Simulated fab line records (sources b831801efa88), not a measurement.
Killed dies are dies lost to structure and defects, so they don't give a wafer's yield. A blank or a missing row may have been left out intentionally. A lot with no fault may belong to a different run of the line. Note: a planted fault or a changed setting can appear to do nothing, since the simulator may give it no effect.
The same fault as seen by 2 desks | flow sky130 | each desk holds nothing but its own numbers, with what lay behind them at the end

## FROM THE METROLOGY DESK
What the gauges read for every lot (on any tool): the sampled wafers with a number, averaged. Any lot whose mean is over 4 standard deviations away from the usual mean is out of limits and marked OUT; that distance is given in the brackets.
Columns: A = CONTACT_BOW at SKY_CONTACT_BOW_MEAS_05, usual 83 um; B = METAL1_ALCU_RS at SKY_METAL1_RS_MEAS_05, usual 0.1265 ohm/sq; C = METAL1_ALCU_THK at SKY_METAL1_THK_MEAS_06, usual 250 nm
lot  | first seen here | A  | B      | C
L955 | day 30 22:20    | 83 | 0.1259 | 250
L957 | day 31 10:04    | 81 | 0.1281 | 245
L958 | day 31 17:26    | 84 | 0.1252 | 252
L959 | day 32 02:27    | 90 | 0.1272 | 248
L960 | day 32 11:41    | 90 | 0.1253 | 253
L962 | day 33 08:52    | 86 | 0.1284 | 244
L966 | day 34 09:55    | 80 | 0.1262 | 253
L967 | day 34 22:31    | 98 | 0.1259 | 253
L971 | day 36 00:43    | 81 | 0.1255 | 254
L973 | day 36 09:37    | 76 | 0.1259 | 251
L974 | day 36 18:52    | 82 | 0.1257 | 251
L975 | day 37 03:37    | 78 | 0.1249 | 251
L976 | day 37 09:15    | 82 | 0.1269 | 247
L977 | day 37 14:49    | 84 | 0.1260 | 254
Finding of this desk: none of the 14 lots has anything out of limits.

## TOOL OWNER'S DESK, litho_track-04
At SKY_VT_ADJUST_HVTR_DEHYDRATE_00 (time 60 s), the tool's own readings, given per lot that ran on this tool as the mean of the sampled wafers with a number. Any lot whose mean is over 4 standard deviations away from the usual mean is out of limits and marked OUT; that distance is given in the brackets.
Columns: A = heater_power_total_W at SKY_VT_ADJUST_HVTR_DEHYDRATE_00, usual 160.37 W; B = plate_temp_C at SKY_VT_ADJUST_HVTR_DEHYDRATE_00, usual 199.91 C; C = run_length_s at SKY_VT_ADJUST_HVTR_DEHYDRATE_00, usual 89.20 s
lot  | first seen here | A                        | B      | C
L955 | day 9 13:31     | 160.30                   | 200.02 | 89.34
L957 | day 9 20:43     | 160.28                   | 199.95 | 89.22
L958 | day 10 04:39    | 160.44                   | 199.81 | 89.16
L959 | day 10 12:40    | 160.50                   | 199.80 | 89.27
L966 | day 12 13:09    | 176.80 (+99 or more) OUT | -      | 73.45 (-99 or more) OUT
L967 | day 12 21:57    | 176.91 (+99 or more) OUT | -      | 73.38 (-99 or more) OUT
L977 | day 15 15:57    | 160.40                   | 200.07 | 89.20
This desk's finding: out of limits on L966, L967; first on L966, day 12 13:09 (heater_power_total_W at SKY_VT_ADJUST_HVTR_DEHYDRATE_00). In limits: L955, L957, L958, L959, L977.

## BROUGHT TOGETHER
The tool owner's desk could have raised an alarm at day 12 13:09, on L966, L967.
From the metrology desk's view, nothing was out of limits.
The metrology desk holds a record of L966, L967, inside its limits.
On litho_track-04, each named lot ran SKY_VT_ADJUST_HVTR_DEHYDRATE_00.

## WHAT THE SIMULATOR PUT IN
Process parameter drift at SKY_VT_ADJUST_HVTR_DEHYDRATE_00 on litho_track-04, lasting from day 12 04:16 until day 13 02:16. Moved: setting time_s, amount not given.
Lots struck among those shown: L966, L967.
Delay in hours, fault start to first out-of-limits reading, by desk: the tool owner's desk at 9.
